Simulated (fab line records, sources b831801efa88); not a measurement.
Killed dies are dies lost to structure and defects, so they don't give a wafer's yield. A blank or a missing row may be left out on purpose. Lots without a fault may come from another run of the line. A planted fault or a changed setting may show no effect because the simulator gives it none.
Which tool did it? | flow sfq_line | 14 lots, 42 wafers sampled, at 3 steps of a route of 325

WHAT THE GAUGES READ, wafer by wafer
The record holds no reading of a measuring or inspecting step that can be judged against a usual standard deviation.

WHICH TOOL RAN EACH LOT (tool, then ch and the chambers of the sampled wafers, then the start)
lot  | SFQ_TRILAYER_I7_CMP_CMP_184   | SFQ_TRILAYER_I7_METRO_MEASURE_185 | SFQ_TRILAYER_I7_VIA_ETCH_VIA_ETCH_190
L654 | cmp-01 ch 1,2,3, day 72 17:01 | film_metro-01, day 72 20:20       | rie_diel-01 ch 0,2, day 76 23:02
L655 | cmp-01 ch 0,1,3, day 73 03:44 | film_metro-01, day 73 05:52       | rie_diel-02 ch 1,2,3, day 77 03:50
L656 | cmp-02 ch 0,2,3, day 74 19:46 | film_metro-01, day 74 22:53       | rie_diel-04 ch 0,1,3, day 78 12:50
L657 | cmp-02 ch 0,1,2, day 74 23:16 | film_metro-03, day 75 01:53       | rie_diel-04 ch 0,1,3, day 78 17:45
L658 | cmp-02 ch 1,2, day 75 02:16   | film_metro-04, day 75 05:05       | rie_diel-02 ch 0,1,3, day 79 00:57
L664 | cmp-01 ch 1,2, day 77 01:05   | film_metro-03, day 77 04:36       | rie_diel-04 ch 2,3, day 81 18:49
L667 | cmp-01 ch 0,1,3, day 77 14:17 | film_metro-03, day 77 17:01       | rie_diel-04 ch 0,2,3, day 82 05:37
L668 | cmp-02 ch 2,3, day 77 15:31   | film_metro-04, day 77 18:38       | rie_diel-01 ch 0,1, day 82 08:01
L670 | cmp-02 ch 0,1,3, day 77 21:31 | film_metro-01, day 78 00:38       | rie_diel-04 ch 0,1,3, day 82 11:37
L673 | cmp-01 ch 0,2, day 82 19:19   | film_metro-01, day 82 22:20       | rie_diel-04 ch 0,2,3, day 83 01:28
L674 | cmp-02 ch 0,2, day 83 03:02   | film_metro-03, day 83 06:10       | rie_diel-02 ch 1,2, day 83 09:41
L675 | cmp-02 ch 0,1,3, day 86 12:31 | film_metro-04, day 86 15:08       | rie_diel-02 ch 1,2,3, day 87 02:34
L676 | cmp-01 ch 0,2,3, day 86 15:16 | film_metro-04, day 86 18:17       | rie_diel-01 ch 0,2, day 87 03:46
L677 | cmp-02 ch 1,2,3, day 86 18:23 | film_metro-01, day 86 21:00       | rie_diel-04 ch 0,1,2, day 87 05:58
- SFQ_TRILAYER_I7_CMP_CMP_184: polishes SiO2.
- SFQ_TRILAYER_I7_METRO_MEASURE_185
- SFQ_TRILAYER_I7_VIA_ETCH_VIA_ETCH_190: etches SiO2 in CHF3, stops on Nb, target depth 260 nm.

WHAT THE TOOLS THEMSELVES READ (means of the sampled wafers that have a number; where no wafer has one, the mark that the record gives instead)
SFQ_TRILAYER_I7_CMP_CMP_184.
lot  | tool   | motor_current_A (A) | time_to_endpoint_s (s)
L654 | cmp-01 | 9.1                 | 215
L655 | cmp-01 | 9.5                 | 221
L656 | cmp-02 | 10.4                | 218
L657 | cmp-02 | 9.7                 | 219
L658 | cmp-02 | 9.8                 | 219
L664 | cmp-01 | 9.0                 | 243
L667 | cmp-01 | 9.6                 | 242
L668 | cmp-02 | 10.8                | 217
L670 | cmp-02 | 10.6                | 214
L673 | cmp-01 | 9.5                 | 219
L674 | cmp-02 | 9.6                 | 211
L675 | cmp-02 | 10.8                | 216
L676 | cmp-01 | 9.1                 | 219
L677 | cmp-02 | 10.6                | 205

SFQ_TRILAYER_I7_METRO_MEASURE_185.
lot  | tool          | thk_nm (nm)
L654 | film_metro-01 | 200.1
L655 | film_metro-01 | 200.0
L656 | film_metro-01 | 200.9
L657 | film_metro-03 | 201.0
L658 | film_metro-04 | 201.8
L664 | film_metro-03 | 235.9
L667 | film_metro-03 | 235.7
L668 | film_metro-04 | 199.4
L670 | film_metro-01 | 199.5
L673 | film_metro-01 | 199.3
L674 | film_metro-03 | 199.2
L675 | film_metro-04 | 200.5
L676 | film_metro-04 | 200.0
L677 | film_metro-01 | 198.9

SFQ_TRILAYER_I7_VIA_ETCH_VIA_ETCH_190.
lot  | tool        | drypump_motor_current_A (A) | oes_product_au (a.u.)
L654 | rie_diel-01 | 5.6                         | 0.852
L655 | rie_diel-02 | 5.7                         | 0.853
L656 | rie_diel-04 | 6.2                         | 0.856
L657 | rie_diel-04 | 6.1                         | 0.858
L658 | rie_diel-02 | 5.6                         | 0.863
L664 | rie_diel-04 | 6.2                         | 0.911
L667 | rie_diel-04 | 6.4                         | 0.902
L668 | rie_diel-01 | 5.4                         | 0.852
L670 | rie_diel-04 | 6.2                         | 0.854
L673 | rie_diel-04 | 6.4                         | 0.852
L674 | rie_diel-02 | 5.6                         | 0.854
L675 | rie_diel-02 | 5.7                         | 0.850
L676 | rie_diel-01 | 5.6                         | 0.855
L677 | rie_diel-04 | 6.2                         | 0.851

THE ANSWER, worked out from the rows above alone
Rule: what is usual is taken from the lots themselves. Put in order of their means at a reading, lots are off if they are a third of the lots or fewer, leave a main group of 4 or more, and stand apart from it by a gap of 3 or more times the standard deviation of the main group's means; of several such gaps the widest counts. A main group whose means are all the same, to the digits that the tables above print for the reading, isn't used. A lot without any number at a reading at which 4 lots or more have one is off too. The other lots that the step has rows for count as sound. The gauges are gone through in route order, then the tools' own readings, and for those a lot's mean is taken as printed above. The first step at which some lot is off is used, and at that step the reading that is off furthest; a lot without a number counts as furthest.
Off: L664, L667, at SFQ_TRILAYER_I7_CMP_CMP_184 (time_to_endpoint_s). The main group: mean 216 s, standard deviation 4.3.
A tool fits if, at that step or a process step before it, it ran every lot that is off, and no sound lot after the first of them. None of those tried fits.

WHAT THE SIMULATOR HAD PUT IN
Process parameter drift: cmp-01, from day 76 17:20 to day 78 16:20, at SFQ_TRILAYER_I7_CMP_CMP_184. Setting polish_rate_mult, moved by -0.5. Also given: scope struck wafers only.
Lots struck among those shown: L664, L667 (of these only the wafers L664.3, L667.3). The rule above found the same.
